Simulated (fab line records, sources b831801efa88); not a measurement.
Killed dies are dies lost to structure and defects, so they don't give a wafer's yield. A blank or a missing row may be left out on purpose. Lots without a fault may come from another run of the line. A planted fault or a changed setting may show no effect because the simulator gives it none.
A struck lot beside a sound one | flow sky130 | 15 steps out of a route of 708
Sound: wafers L543.3, L543.4, L543.5. Struck: wafers L536.2, L536.4, L536.6. The cause comes at the end.
At each step with rows: each side's tool, then ch and its chambers, then its first start. Under that, the readings that differ: sound wafers | struck wafers | difference of the means | sigmas: that difference in standard deviations of wafers without a fault.
alike: readings whose means differ by less than 2 such deviations, and words and numbers that are the same on both sides. not compared: withheld readings, readings that some wafer has no value for, bounds like >300 that may hide the same value, and numbers for which the record gives no deviation and whose values overlap.
The two part at a step that has a row with sigmas, a row that says differs or no value, or rows on one side only. Numbers that don't overlap but have no deviation are shown without sigmas and don't part them. A reading that every wafer of one side lacks parts them only if that side has two wafers or more.

SKY_POLY_GATE_THK_MEAS_21:
  sound on film_metro-04, day 23 14:40; struck on film_metro-04, day 20 20:35
  alike: POLY_GATE_OXIDATION_THK
SKY_POLY_GATE_CD_MEAS_22:
  sound on cd_sem-01, day 23 14:45; struck on cd_sem-01, day 20 20:40
  alike: cd_nm
then, 7 steps without rows for these wafers: SKY_LDD_N_DEHYDRATE_00 (time 60 s); SKY_LDD_N_HMDS_01 (prime time 60 s); SKY_LDD_N_COAT_02 (resist thk 300 nm); SKY_LDD_N_SOFTBAKE_03 (time 60 s); SKY_LDD_N_EXPOSE_04 (exposes mask NTM, target cd 840 nm); SKY_LDD_N_PEB_05; SKY_LDD_N_DEVELOP_06 (develop time 60 s).
SKY_LDD_N_OVL_MEAS_07:
  sound on overlay-01, day 24 18:54; struck on overlay-01, day 22 02:56
  alike: LDD_N_OVL
then, 2 steps without rows for these wafers: SKY_LDD_N_IMPLANT_08; SKY_LDD_N_IMPLANT_09.
SKY_LDD_N_IMPLANT_10:
  sound on implanter-02 ch 0, day 24 19:16; struck on implanter-02 ch 0, day 22 03:18
  reading                   | sound                | struck               | difference | sigmas
  beam_energy_keV           | 19.997 20.005 19.989 | 20.755 20.756 20.761 | +0.760     | +99 or more
  model.implant.rp_nm (nm)  | 15.53 15.53 15.53    | 16.59 16.59 16.59    | +1.06      |
  model.implant.drp_nm (nm) | 7.212 7.212 7.212    | 7.398 7.398 7.398    | +0.186     |
then, 1 step without rows for these wafers: SKY_LDD_N_IMPLANT_11.
-- the record jumps here: 26 days lie between the struck wafers' starts before and after (it left off in module LDD_N and takes up again in module PAD_OPEN, whose first step shown is number 708 of the route) --
SKY_PAD_OPEN_PROBE_99:
  sound on prober-01, day 50 04:28; struck on prober-01, day 48 10:49
  reading         | sound | struck | difference | sigmas
  killed_at_M4_up | 0     | 5 3 4  | +4         | +2
  alike: killed_at_M0_to_M3, killed_at_contacts, killed_at_front_end, killed_at_other, killed_dies, killed_on_rim, killed_open, killed_short

WHERE THEY PART
First at SKY_LDD_N_IMPLANT_10; last, within this record, at SKY_PAD_OPEN_PROBE_99.

WHY: what the simulator had put in
Process parameter drift: implanter-02, from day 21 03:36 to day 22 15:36, at SKY_LDD_N_IMPLANT_10. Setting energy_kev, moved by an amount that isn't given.
